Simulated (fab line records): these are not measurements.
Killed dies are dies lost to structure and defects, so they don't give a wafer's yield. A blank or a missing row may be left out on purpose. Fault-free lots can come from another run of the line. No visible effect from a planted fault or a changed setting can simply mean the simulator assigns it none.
Code-filled problem report in 8D (eight disciplines) form || flow gf180mcu || the parts of the form that need people (team, actions taken, sign-off) are left out

== 1. WHAT WENT WRONG ==
beam energy keV at GF_NSD_IMPLANT_10 reads a mean of 44.867 on 9 wafers of 3 lots; wafers without a fault read 40.001 with a standard deviation of 0.013. That is +99 or more standard deviations from the usual mean.
Earliest sighting: wafer L508.1 on implanter-04 at day 19 08:27. Wafers with a number at this step in the record: 39, from 13 lots. Rule for "out" (also "out of limits"): further than 4 standard deviations from the usual mean. Any other wafer with a number is counted as sound.

== 2. WHAT IT IS AND WHAT IT IS NOT ==
{"question": "which readings at this step", "is": "beam energy keV", "is not": "-"}
{"question": "which lots", "is": "L508, L510, L511", "is not": "L493, L495, L497, L498, L500, L501, L502, L504, L512, L513"}
{"question": "which wafers of those lots", "is": "all that have a number", "is not": "-"}
{"question": "read on which tools", "is": "implanter-04", "is not": "implanter-01, implanter-02"}
{"question": "when", "is": "from day 19 08:27", "is not": "up to then (24 sound wafers); but 6 sound wafers of L512, L513 came after"}

== 3. SUSPECTS, AND WHAT RULES EACH OUT ==
Counting: a tool at a process step up to the reading stays a suspect if it ran every lot that is out and no sound lot after the first of them.
- implanter-04 at GF_NSD_IMPLANT_10: kept. All lots that are out passed through it, beginning with L508 at day 19 08:27, and no sound lot followed; its final sound lot before that point was L500 at day 16 05:15. On those wafers its own readings are out: beam energy keV.
Left after counting: implanter-04 at GF_NSD_IMPLANT_10.

== 4. THE CAUSE (what the simulator had put in) ==
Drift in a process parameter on implanter-04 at GF_NSD_IMPLANT_10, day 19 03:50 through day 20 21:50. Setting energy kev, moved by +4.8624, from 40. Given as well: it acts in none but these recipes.
This tool alone remained once counting was done.

== 5. THE CHAIN OF EFFECTS, in route order ==
One row per reading whose mean, taken over the struck wafers that have a number, lies over 3 standard deviations from the usual. Only readings for which the record gives a usual standard deviation are gone through. hours: the time from each lot's start at the first step in this table that gives one to its start at this step, as a median over the lots. sigmas: the change in usual standard deviations.
{"hours": 0, "step": "GF_NSD_IMPLANT_10", "reading": "beam energy keV", "usual": 40.001, "on struck wafers": 44.867, "change": "+4.866", "sigmas": "+99 or more"}
{"hours": 0, "step": "GF_NSD_STRIP_11", "reading": "strip time to endpoint s", "usual": "22.95 s", "on struck wafers": 23.17, "change": "+0.22", "sigmas": "+6.5"}
The process steps in it:
- GF_NSD_IMPLANT_10
- GF_NSD_STRIP_11: strips in O2/N2.
Later steps that measure or inspect, where all struck wafers having a row at the step show a number for every such reading and not one has moved that far: GF_CONTACT_THK_MEAS_03.

== 6. WHAT WOULD HAVE CAUGHT IT SOONER ==
In this record no reading fell out of limits until day 19 08:27, 5 hours after the fault had begun at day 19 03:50.
